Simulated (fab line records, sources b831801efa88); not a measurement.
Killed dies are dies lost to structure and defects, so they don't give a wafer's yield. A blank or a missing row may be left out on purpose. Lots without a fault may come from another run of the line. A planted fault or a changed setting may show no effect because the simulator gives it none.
fab line records | flow sky130 | part 2 of 2: steps 44 to 44 of 44
record lots=6 wafers=18 last_day=50
route steps=708 shown VIA3@593 METAL4@598 CAP2M@603 PAD_OPEN@708
lots that met no fault: from a run of the same line without faults
start_h: hours from the record's first day to the start of the lot's first wafer shown | wait_h: hours since the lot's step before | " the same as in the row above | L1.1+2: a row that stands for several wafers | - no value, or no start given | * or withheld: withheld | < > ~ a bound
route shown NAME@n: a module of which the file shows steps, and the number in the route of the first | usual: mean/standard deviation of fault-free wafers | same: alike in all rows | chamber/n: place in a boat | sites: the reading at each site | _std_site: their standard deviation | _edge_site: outer sites' mean less inner sites' | radius_mm: how far each site lies from the wafer's centre | mask NAME#n: copy n | behind: the tool/chamber that last shaped the wafer | hold: why the lot was held/for how many hours/how that ended | device: the transistor (n, p or np) that didn't switch | end of line: the same wafers' tests at the end of the route | a step without rows: its recipe alone | killed: dies lost to structure and defects at the first sort, not the wafer's yield | map: a wafer's dies, x killed, . not, _ none there
set.NAME: the setting as run; set.NAME@STEP: as run at that earlier step | model.NAME: the simulator's own value behind a step, which no gauge read
lots at some steps of the route; a table a step, a row a wafer
services: from which hour (start_h, from the record's first day; less than 0 if before it) a tool's chamber was out of use, for how many hours, and why
## steps
# step SKY_PAD_OPEN_PROBE_99
# usual defect_limited_yield=82.7/1.9 killed_at_M0_to_M3=43/7.3 killed_at_M4_up=3.1/1.7 killed_at_contacts=25/5.3 killed_at_front_end=14/4.1 killed_at_other=0.3/0.56 killed_dies=85/9.4 killed_open=46/7.4 killed_short=38/5.8 sort_bin_3_pad_short=0.8/0.4 sort_bin_5_function=10.2/1.5 sort_bin_6_memory=6.2/1.2 sort_n_pass=407/9.4 sort_yield_pct=82.7/1.9
# same gross_dies=492 killed_at_back_side=0 sort_bin_4_leakage[%]=0 sort_bin_8_speed[%]=0
# columns lot.wafer tool chamber start_h wait_h defect_limited_yield[%] killed_at_M0_to_M3 killed_at_M4_up killed_at_contacts killed_at_front_end killed_at_other killed_dies killed_open killed_short sort_bin_3_pad_short[%] sort_bin_5_function[%] sort_bin_6_memory[%] sort_n_pass sort_yield_pct[%] model.etest.cap_mim2.plate_ohm_sq model.etest.cap_mim2.bv_v model.etest.cap_mim2.leak_log10_a_cm2
L543.3 prober-02 - 1083.95 0.2 81.1 45 5 29 14 0 93 54 39 0.4 12.0 6.5 399 81.1 6.074 14.27 -9.143
L543.5 prober-02 - 1084.05 0.2 85.0 41 5 17 10 1 74 47 27 0.4 10.4 4.3 418 85.0 6.111 14.12 -9.003
L543.6 prober-02 - 1084.10 0.2 81.9 49 5 21 13 1 89 56 33 0.6 11.2 6.3 403 81.9 6.016 14.04 -9.058
L547.1 prober-02 - 1109.55 0.1 85.0 33 3 26 11 1 74 41 32 0.4 9.1 5.5 418 85.0 5.881 13.7 -8.957
L547.3 prober-02 - 1109.65 0.2 82.1 57 3 19 9 0 88 51 37 1.2 9.1 7.5 404 82.1 6.003 13.21 -8.812
L547.5 prober-02 - 1109.75 0.2 80.5 39 4 36 16 1 96 48 47 1.2 12.4 5.9 396 80.5 6.018 13.89 -9.158
L548.3 prober-01 - 1118.25 0.2 82.7 43 2 30 10 0 85 49 36 0.6 8.9 7.7 407 82.7 5.944 13.92 -8.959
L548.5 prober-01 - 1118.35 0.2 82.7 51 3 14 17 0 85 42 43 0.4 9.1 7.7 407 82.7 5.918 13.87 -9.012
L548.6 prober-01 - 1118.40 0.2 82.3 39 5 16 26 1 87 49 37 0.2 11.8 5.7 405 82.3 5.989 14.04 -9.053
L552.1 prober-01 - 1138.61 0.1 84.1 40 1 23 13 1 78 44 33 0.4 8.9 6.5 414 84.1 6.061 13.93 -9.038
L552.3 prober-01 - 1138.71 0.2 78.7 54 4 32 14 1 105 62 42 0.6 15.7 5.1 387 78.7 5.972 13.72 -9.022
L552.5 prober-01 - 1138.81 0.2 81.3 42 1 30 19 0 92 53 37 1.4 10.4 6.9 400 81.3 6.09 14.09 -9.063
L562.2 prober-01 - 1185.35 0.1 84.6 32 2 28 14 0 76 40 36 0.8 9.8 4.9 416 84.6 6.761 13.57 -8.664
L562.3 prober-01 - 1185.40 0.2 87.6 26 1 17 17 0 61 33 28 0.8 6.9 4.7 431 87.6 6.118 13.46 -8.911
L562.6 prober-01 - 1185.55 0.2 80.7 47 6 27 15 0 95 54 41 1.0 12.2 6.1 397 80.7 6.655 13.59 -8.67
L563.1 prober-01 - 1195.64 0.1 79.3 54 2 26 19 1 102 59 43 0.4 11.2 9.1 390 79.3 5.907 13.68 -8.959
L563.5 prober-01 - 1195.84 0.2 83.7 43 3 26 8 0 80 45 35 1.0 8.9 6.3 412 83.7 5.967 14.21 -8.94
L563.6 prober-01 - 1195.89 0.2 85.0 45 1 15 13 0 74 36 38 1.0 9.8 4.3 418 85.0 6.532 13.29 -8.766
# killed by level:class
L543.3 CONTACT:geometric_particle:open=13 VIA1:geometric_particle:open=13 VIA3:geometric_particle:open=8 METAL1:geometric_particle:short=7 FIELD_ISO:geometric_particle:open=5 LI_CONTACT:geometric_particle:open=5 CONTACT:geometric_particle:short=5 POLY_GATE:geometric_particle:open=3
L543.5 VIA1:geometric_particle:open=15 LI_CONTACT:geometric_particle:open=7 CONTACT:geometric_particle:open=5 VIA3:geometric_particle:open=5 VIA2:geometric_particle:open=4 METAL1:geometric_particle:short=4 METAL2:geometric_particle:short=4 POLY_GATE:geometric_particle:open=3
L543.6 VIA1:geometric_particle:open=15 VIA2:geometric_particle:open=8 VIA3:geometric_particle:open=8 LI_CONTACT:geometric_particle:open=7 CONTACT:geometric_particle:open=6 METAL1:geometric_particle:short=5 POLY_GATE:geometric_particle:short=4 METAL2:geometric_particle:short=4
L547.1 CONTACT:geometric_particle:open=11 VIA1:geometric_particle:open=8 LI_CONTACT:geometric_particle:open=6 CONTACT:geometric_particle:short=6 METAL1:geometric_particle:short=5 VIA3:geometric_particle:open=5 VIA1:geometric_particle:short=5 METAL4:geometric_particle:short=3
L547.3 VIA1:geometric_particle:open=11 VIA2:geometric_particle:open=9 VIA3:geometric_particle:open=8 LI_CONTACT:geometric_particle:open=6 CONTACT:geometric_particle:short=6 METAL3:geometric_particle:short=6 METAL1:geometric_particle:short=5 METAL1:geometric_particle:open=5
L547.5 VIA1:geometric_particle:open=13 CONTACT:geometric_particle:open=11 CONTACT:geometric_particle:short=8 LI_CONTACT:geometric_particle:open=6 VIA3:geometric_particle:open=5 LI_CONTACT:geometric_particle:short=5 LOCAL_INTERCONNECT:geometric_particle:short=5 METAL2:geometric_particle:short=5
L548.3 CONTACT:geometric_particle:open=14 VIA1:geometric_particle:open=11 VIA3:geometric_particle:open=7 LI_CONTACT:geometric_particle:open=5 LI_CONTACT:geometric_particle:short=5 CONTACT:geometric_particle:short=5 METAL1:geometric_particle:short=5 VIA2:geometric_particle:open=5
L548.5 VIA3:geometric_particle:open=8 VIA1:geometric_particle:short=7 METAL1:geometric_particle:short=7 VIA2:geometric_particle:open=7 VIA1:geometric_particle:open=6 POLY_GATE:geometric_particle:open=5 FIELD_ISO:geometric_particle:open=4 FIELD_ISO:geometric_particle:short=4
L548.6 VIA1:geometric_particle:open=10 FIELD_ISO:geometric_particle:open=9 VIA2:geometric_particle:open=9 CONTACT:geometric_particle:open=6 FIELD_ISO:geometric_particle:short=5 METAL1:geometric_particle:short=5 POLY_GATE:geometric_particle:open=4 METAL2:geometric_particle:short=4
L552.1 VIA3:geometric_particle:open=10 CONTACT:geometric_particle:open=8 LI_CONTACT:geometric_particle:open=7 VIA1:geometric_particle:open=6 VIA2:geometric_particle:open=6 VIA1:geometric_particle:short=5 FIELD_ISO:geometric_particle:short=4 POLY_GATE:geometric_particle:open=4
L552.3 CONTACT:geometric_particle:open=13 VIA1:geometric_particle:open=13 VIA3:geometric_particle:open=11 VIA2:geometric_particle:open=9 LI_CONTACT:geometric_particle:open=8 CONTACT:geometric_particle:short=6 VIA1:geometric_particle:short=5 FIELD_ISO:geometric_particle:short=4
L552.5 CONTACT:geometric_particle:open=13 VIA1:geometric_particle:open=11 METAL1:geometric_particle:short=9 FIELD_ISO:geometric_particle:open=7 LI_CONTACT:geometric_particle:open=7 FIELD_ISO:geometric_particle:short=4 LOCAL_INTERCONNECT:geometric_particle:short=4 VIA1:geometric_particle:short=4
L562.2 CONTACT:geometric_particle:open=10 LI_CONTACT:geometric_particle:open=8 METAL1:geometric_particle:short=8 VIA2:geometric_particle:open=7 VIA1:geometric_particle:open=6 VIA1:geometric_particle:short=5 POLY_GATE:geometric_particle:short=5 CONTACT:geometric_particle:short=5
L562.3 POLY_GATE:geometric_particle:open=9 CONTACT:geometric_particle:open=6 METAL1:geometric_particle:short=6 VIA3:geometric_particle:open=5 CONTACT:geometric_particle:short=4 VIA1:geometric_particle:open=4 LI_CONTACT:geometric_particle:short=3 FIELD_ISO:geometric_particle:short=2
L562.6 VIA1:geometric_particle:open=13 VIA2:geometric_particle:open=10 CONTACT:geometric_particle:open=9 LI_CONTACT:geometric_particle:open=7 VIA2:geometric_particle:short=7 METAL1:geometric_particle:short=6 CONTACT:geometric_particle:short=6 POLY_GATE:geometric_particle:short=4
L563.1 VIA1:geometric_particle:open=17 CONTACT:geometric_particle:open=11 LI_CONTACT:geometric_particle:open=8 VIA2:geometric_particle:short=8 FIELD_ISO:geometric_particle:open=7 FIELD_ISO:geometric_particle:short=6 VIA2:geometric_particle:open=6 METAL1:geometric_particle:short=5
L563.5 CONTACT:geometric_particle:open=15 METAL1:geometric_particle:short=8 VIA1:geometric_particle:open=7 METAL2:geometric_particle:short=7 VIA3:geometric_particle:open=6 VIA1:geometric_particle:short=5 LI_CONTACT:geometric_particle:open=4 VIA2:geometric_particle:open=4
L563.6 VIA1:geometric_particle:open=9 METAL1:geometric_particle:short=8 VIA2:geometric_particle:open=7 CONTACT:geometric_particle:open=6 CONTACT:geometric_particle:short=5 VIA3:geometric_particle:short=5 FIELD_ISO:geometric_particle:open=4 METAL2:geometric_particle:short=4
## services
# columns tool chamber start_h hours kind
cvd_w-01 - 925.99 6.0 pm
pecvd-04 - 927.06 14.6 pm
rie_metal-04 - 928.18 2.5 repair
pvd_sputter-04 - 929.15 1.2 repair
pecvd-01 - 941.77 0.7 repair
pvd_sputter-01 - 964.88 5.1 repair
pvd_sputter-01 - 975.40 0.6 repair
rie_metal-04 - 980.25 7.6 repair
pecvd-02 0 983.71 7.7 repair
pvd_sputter-01 - 992.24 2.5 repair
pvd_sputter-04 - 1007.05 11.3 repair
cvd_w-02 - 1013.48 1.1 repair
pvd_sputter-01 - 1015.50 1.3 repair
rie_metal-02 - 1019.13 0.2 repair
wet_bench-03 - 1021.39 1.6 repair
pecvd-01 2 1036.21 8.3 repair
pecvd-01 - 1056.18 0.5 repair
cvd_w-02 - 1058.60 2.8 pm
rie_metal-04 - 1059.47 2.4 repair
pvd_sputter-04 - 1064.30 8.0 repair
pecvd-01 - 1070.27 14.6 pm
pvd_sputter-01 - 1089.25 4.3 repair
wet_bench-01 - 1106.20 0.8 repair
pecvd-02 - 1117.63 2.8 pm
## key
first_sign step=SKY_CAP2M_RS_MEAS_03 reading=CAP2M_TIN_RS direction=up sigmas=8.5 usual=6.92 struck=7.68
effect step=SKY_CAP2M_THK_MEAS_04 reading=CAP2M_TIN_THK direction=down sigmas=8.4 usual=196.9 struck=177.5
effect step=SKY_CAP2M_METAL_ETCH_13 reading=oes_product_au direction=down sigmas=6.3 usual=0.940 struck=0.888
model_effect step=SKY_CAP2M_SPUTTER_02 value=TiN_of_CAP2M_SPUTTER_02.thk_nm without=198.9 struck=180.4
model_effect step=SKY_METAL4_STRIP_20 value=TiN_of_CAP2M_SPUTTER_02.thk_nm without=198.1 struck=179.5
model_effect step=SKY_PAD_OPEN_PROBE_99 value=etest.cap_mim2.plate_ohm_sq without=6.028 struck=6.649
met_at SKY_CAP2M_SPUTTER_02
struck_wafers L562.2,L562.6,L563.6
onset_between 969.14 1066.66
fault kind=process_parameter_drift tool=pvd_sputter-03 chamber=- onset_h=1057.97 steps=SKY_CAP2M_SPUTTER_02 channel=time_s offset=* shape=step end_h=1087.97 scope=struck_wafers_only acts_in=* stated=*
